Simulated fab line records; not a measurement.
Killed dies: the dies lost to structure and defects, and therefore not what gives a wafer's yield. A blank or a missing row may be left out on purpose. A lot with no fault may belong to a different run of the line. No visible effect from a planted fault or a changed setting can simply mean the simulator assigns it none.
Which tool is to blame? + flow gf180mcu + 33 wafers from 11 lots sampled at 2 of the route's 602 steps

WHAT EACH GAUGE READ, for each wafer
GF_MVSD_OVL_MEAS_07.
| lot  | measured     | on         | MVSD_OVL (nm)  |
|------|--------------|------------|----------------|
| L329 | day 4 09:53  | overlay-01 | -0.3 0.8 -1.8  |
| L331 | day 4 22:28  | overlay-01 | 1.6 1.7 2.3    |
| L332 | day 5 02:46  | overlay-02 | 2.1 -0.5 -0.8  |
| L333 | day 5 08:35  | overlay-02 | -1.3 0.5 0.0   |
| L337 | day 6 15:34  | overlay-02 | -0.3 -2.2 0.0  |
| L342 | day 7 20:55  | overlay-02 | - - -          |
| L347 | day 8 18:32  | overlay-01 | -1.8 -2.4 -0.4 |
| L348 | day 8 23:49  | overlay-02 | -2.1 0.2 -0.9  |
| L350 | day 9 12:43  | overlay-02 | -0.8 0.9 1.7   |
| L351 | day 9 20:07  | overlay-01 | -1.7 -0.7 -0.3 |
| L352 | day 10 02:20 | overlay-01 | -1.4 -2.7 -1.4 |

WHICH TOOL RAN EACH LOT (tool, then ch and the chambers of the sampled wafers, then the start)
| lot  | GF_MVSD_EXPOSE_04                  |
|------|------------------------------------|
| L329 | iline stepper-01 ch 0, day 4 03:34 |
| L331 | iline stepper-01 ch 0, day 4 16:01 |
| L332 | iline stepper-02 ch 0, day 4 20:33 |
| L333 | iline stepper-02 ch 0, day 5 01:17 |
| L337 | iline stepper-02 ch 0, day 6 08:32 |
| L342 | iline stepper-02 ch 0, day 7 12:56 |
| L347 | iline stepper-02 ch 0, day 8 10:37 |
| L348 | iline stepper-02 ch 0, day 8 15:43 |
| L350 | iline stepper-01 ch 0, day 9 05:13 |
| L351 | iline stepper-02 ch 0, day 9 11:52 |
| L352 | iline stepper-01 ch 0, day 9 17:02 |
- GF_MVSD_EXPOSE_04: exposes mask MVSD, target cd 1000 nm.

THE ANSWER, worked out from the rows above alone
Rule: what is usual is taken from the lots themselves. The widest of any qualifying gaps counts: lots, ordered by their means at a reading, are off when they make up no more than a third of the lots, leave a main group of 4 or more, and stand apart from it by 3 or more times the standard deviation of that group's means. The tables above print the reading to a certain number of digits; a main group whose means all agree to those digits is not used. Also off: a lot with no number at a reading for which 4 or more lots have one. Any other lot the step has rows for is counted as sound.
Off: L342, at GF_MVSD_OVL_MEAS_07 (MVSD_OVL). Without a number there: L342. The main group has a mean of -0.4 nm with a standard deviation of 1.
A tool fits if, at a process step before that reading, it ran every lot that is off, and no sound lot after the first of them. The gauges at GF_MVSD_OVL_MEAS_07 are tried like those tools. None of those tried fits.

WHAT THE SIMULATOR HAD INSERTED
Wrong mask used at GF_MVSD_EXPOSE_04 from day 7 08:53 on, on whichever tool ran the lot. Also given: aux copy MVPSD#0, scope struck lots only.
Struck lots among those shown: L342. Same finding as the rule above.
